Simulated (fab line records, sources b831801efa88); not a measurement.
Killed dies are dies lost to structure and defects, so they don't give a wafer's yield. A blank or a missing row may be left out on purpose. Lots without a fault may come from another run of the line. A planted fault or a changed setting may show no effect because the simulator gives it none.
Chamber matching | flow gf180mcu | GF_V5_CMP_04 on cmp-02: 4 sister chambers
The step polishes SiO2. 14 wafers are shown with their chamber, then 7 later ones without.

WAFERS WITH THEIR CHAMBER
wafer  | chamber | motor_current_A (A) | slurry_flow_ml_min
L637.3 | 0       | 12.8                | 149.6
L637.5 | 0       | 13.0                | 150.1
L637.6 | 3       | 11.0                | 150.3
L639.1 | 3       | 11.0                | 150.0
L639.4 | 1       | 13.9                | 150.0
L639.6 | 2       | 11.8                | 149.4
L643.2 | 1       | 14.7                | 151.0
L643.3 | 3       | 11.2                | 149.8
L643.4 | 0       | 12.9                | 150.8
L647.1 | 1       | 15.3                | 149.4
L647.5 | 2       | 11.2                | 150.6
L647.6 | 1       | 14.4                | 148.6
L649.1 | 2       | 12.2                | 149.5
L649.4 | 0       | 12.6                | 150.6

SIGNATURES (means of the wafers above)
reading            | chamber 0 | chamber 1 | chamber 2 | chamber 3 | scatter within a chamber
motor_current_A    | 12.825    | 14.575    | 11.733    | 11.067    | 0.406
slurry_flow_ml_min | 150.275   | 149.750   | 149.833   | 150.033   | 0.704
Rule: a wafer's distance from a chamber is the root of the sum, over the readings, of the square of ((its reading less the chamber's mean) divided by the reading's scatter). The wafer belongs to the nearest chamber; if the next one is less than 2 further off, it can't be placed. The scatter: the root of (the sum of the squares of (reading less its chamber's mean) over the shown wafers, divided by (wafers less chambers)).

WAFERS WITHOUT THEIR CHAMBER
wafer  | motor_current_A (A) | slurry_flow_ml_min
L649.6 | 10.6                | 150.0
L651.2 | 10.8                | 149.9
L651.5 | 11.9                | 149.4
L651.6 | 11.5                | 150.0
L655.1 | 14.6                | 150.3
L655.3 | 10.7                | 149.2
L655.6 | 12.7                | 150.1

WHICH CHAMBER EACH WENT THROUGH
wafer  | from the rows above          | in truth
L649.6 | can't be placed: 3 or 2      | 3
L651.2 | can't be placed: 3 or 2      | 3
L651.5 | can't be placed: 2 or 3 or 0 | 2
L651.6 | can't be placed: 2 or 3      | 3
L655.1 | 1                            | 1
L655.3 | can't be placed: 3 or 2      | 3
L655.6 | 0                            | 0
Placed correctly: 2 of 7. Can't be placed from these rows: 5 (the true chamber is among the candidates in 5). Placed wrongly: 0.
